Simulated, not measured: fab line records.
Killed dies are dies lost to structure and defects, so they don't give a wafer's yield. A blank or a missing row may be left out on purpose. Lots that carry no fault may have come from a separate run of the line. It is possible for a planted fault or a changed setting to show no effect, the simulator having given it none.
A lot that was struck, set against a sound lot    flow gf180mcu    16 out of 602 route steps
Sound: these wafers, L412.1, L412.2, L412.4. The struck wafers were L418.3, L418.4, L418.6. Last of all comes the cause.
Per side, at each step with rows, come the tool, then ch with its chambers, and then its first start. Under that, the readings that differ: sound wafers    struck wafers    difference of the means    sigmas: that difference in standard deviations of wafers without a fault.
alike: a reading whose means differ by less than 2 such deviations, as well as words and numbers matching on both sides. not compared: withheld readings; readings where some wafer has no value; bounds like >300 that might hide an equal value; numbers whose values overlap and for which the record gives no deviation.
The two part at a step that has a row with sigmas, a row that says differs or no value, or rows on one side only. Non-overlapping numbers with no deviation appear without sigmas and do not part them. A reading that every wafer of one side lacks parts them only if that side has two wafers or more.

first, 5 steps without rows for these wafers: GF_M5_COAT_02 (resist thk 1000 nm); GF_M5_SOFTBAKE_03 (time 60 s); GF_M5_EXPOSE_04 (exposes mask Metal5, target cd 280 nm); GF_M5_PEB_05 (peb time 90 s); GF_M5_DEVELOP_06 (develop time 60 s).
GF_M5_CD_MEAS_07: target cd 280 nm.
  struck on cd-sem-01, day 30 18:23; sound on cd-sem-01, day 28 19:34
  alike: cd-nm
GF_M5_OVL_MEAS_08:
  struck on overlay-02, day 30 18:29; sound on overlay-01, day 28 19:41
  alike: M5_OVL
GF_M5_ETCH_09: etches Si3N4 in CF4/O2, target depth 52 nm, time 11.6 s.
  sound on rie-diel-03 ch 0,2,3, day 28 19:43; struck on rie-diel-02 ch 1,2, day 30 18:30
  alike: drypump-motor-current-A, oes-product-au, throttle-valve-pct
  not compared: rf-hours-counter-h
GF_M5_METAL_ETCH_10: etches the open film in Cl2/BCl3, stops on SiO2, target depth 627.5 nm, time 104.6 s.
  sound on rie-metal-02 ch 0,1, day 28 19:44; struck on rie-metal-02 ch 0,1, day 30 18:34
  alike: drypump-motor-current-A, mfc-cl2-sccm, oes-product-au, throttle-valve-pct
  not compared: rf-hours-counter-h
GF_M5_STRIP_11: strips in O2/N2.
  sound on plasma-asher-01 ch 0,1, day 28 19:51; struck on plasma-asher-02 ch 0,1, day 30 18:40
reading                      sound        struck       difference  sigmas
drypump-motor-current-A (A)  5.9 5.7 5.9  6.8 6.5 6.6  +0.8        +2
  alike: heater-power-w, o2-flow-sccm, oes-product-au, strip-time-to-endpoint-s
  not compared: rf-hours-counter-h
then, 2 steps without rows for these wafers: GF_M5_STRIP_12 (strips in post etch residue remover, time 1200 s); GF_M5_CLEAN_13 (cleans in DIW).
GF_V5_CVD_00: deposits SiO2, target thk 300 nm, time 50 s.
  sound on hdpcvd-01 ch 0,1, day 28 20:23; struck on hdpcvd-01 ch 0,1,2, day 30 19:14
reading                              sound              struck             difference  sigmas
sih4-flow-sccm (sccm)                59.86 59.97 59.89  50.62 51.01 51.16  -8.98       -53
model.SiO2_of_V5_CVD_00.thk-nm (nm)  298.5 300.9 293.7  255.9 252.3 256.9  -42.7       
GF_V5_THK_MEAS_01:
  struck on film-metro-03, day 30 19:18; sound on film-metro-01, day 28 20:26
reading             sound              struck             difference  sigmas
V5_CVD_00_THK (nm)  298.3 301.0 293.9  255.9 252.3 257.1  -42.6       -15
GF_V5_CVD_02: deposits SiO2 from TEOS, target thk 1450 nm, time 163.28 s.
  sound on pecvd-04 ch 0,2, day 28 20:29; struck on pecvd-01 ch 0,2, day 30 19:20
reading                   sound        struck       difference  sigmas
heater-power-outer-w (W)  409 410 469  346 264 243  -145        -2
heater-power-w (W)        712 695 795  530 423 396  -284        -2
-- the record jumps here: 2 days lie between the struck wafers' starts before and after (it left off in module V5 and takes up again in module PASSIVATION, whose first step shown is number 602 of the route) --
GF_PASSIVATION_PROBE_99:
  rows exist in the record for the struck wafers here (prober-02, day 33 03:34), but not for the sound ones

## WHERE THEY PART
At GF_M5_STRIP_11 first; at GF_PASSIVATION_PROBE_99 last (within this record only).

WHY: what had been put in by the simulator
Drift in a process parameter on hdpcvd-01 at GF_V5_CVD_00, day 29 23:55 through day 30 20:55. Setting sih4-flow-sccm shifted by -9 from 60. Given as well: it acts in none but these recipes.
